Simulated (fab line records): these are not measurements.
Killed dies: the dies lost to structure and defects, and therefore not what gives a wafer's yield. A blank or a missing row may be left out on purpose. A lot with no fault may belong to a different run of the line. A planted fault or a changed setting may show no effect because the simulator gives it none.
Code-filled problem report in 8D (eight disciplines) form + flow gf180mcu + the parts of the form that need people (team, actions taken, sign-off) are left out

1. PROBLEM STATEMENT
At GF_V2_CVD_23, chamber pressure Torr averages 41.40 Torr over 9 wafers from 3 lots, while fault-free wafers read 40.00 Torr, standard deviation 0.083. Relative to the usual mean, that is a shift of +17 standard deviations.
The step: deposits W, target thk 350 nm, time 104.94 s.
Earliest sighting: wafer L157.1 on cvd w-02 at day 21 14:38. The record has a number at this step for 42 wafers belonging to 14 lots. Rule for "out" (also "out of limits"): further than 4 standard deviations from the usual mean. Any other wafer with a number is counted as sound.

2. WHAT IT IS, AND WHAT IT ISN'T
| question                    | is                     | is not                                                                                                        |
|-----------------------------|------------------------|---------------------------------------------------------------------------------------------------------------|
| which readings at this step | chamber pressure Torr  | heater power w                                                                                                |
| which lots                  | L157, L158, L159       | L154, L155, L156, L168, L169, L171, L172, L173, L174, L175, L176                                              |
| which wafers of those lots  | all that have a number | -                                                                                                             |
| read on which tools         | cvd w-02               | cvd w-01                                                                                                      |
| when                        | from day 21 14:38      | up to then (9 sound wafers); but 24 sound wafers of L168, L169, L171, L172, L173, L174, L175, L176 came after |

3. SUSPECTS, AND WHAT RULES EACH OUT
Counting: any tool at a process step up to the reading is kept as a suspect provided that every lot that is out went through it and no sound lot did after the first of them.
- cvd w-02 at GF_V2_CVD_23 (deposits W, target thk 350 nm, time 104.94 s): ruled out as a lasting fault. The sound lots L172, L173, L174, L175, L176 went through it after L157, its earliest lot that is out (day 21 14:38).
Left after counting: nothing in the record.

4. THE CAUSE (what the simulator had put in)
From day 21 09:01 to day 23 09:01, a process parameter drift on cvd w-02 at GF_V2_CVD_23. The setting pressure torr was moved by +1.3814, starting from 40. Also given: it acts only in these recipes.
Counting ruled it out, wrongly.

5. THE EFFECT CHAIN, in route order
One row per reading whose mean, taken over the struck wafers that have a number, lies over 3 standard deviations from the usual. Scope: only readings with a usual standard deviation given in the record; hours: median across lots of the time from each lot's start at the first step in this table that gives one to its start at this step; sigmas: change in usual standard deviations.
| hours | step         | reading               | usual      | on struck wafers | change | sigmas |
|-------|--------------|-----------------------|------------|------------------|--------|--------|
| 0     | GF_V2_CVD_23 | chamber pressure Torr | 40.00 Torr | 41.40            | +1.40  | +17    |
Process steps it contains:
- GF_V2_CVD_23: deposits W, target thk 350 nm, time 104.94 s.

6. WHAT WOULD HAVE CAUGHT IT SOONER
First out-of-limits reading in this record: day 21 14:38, which is 6 hours after fault onset at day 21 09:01.
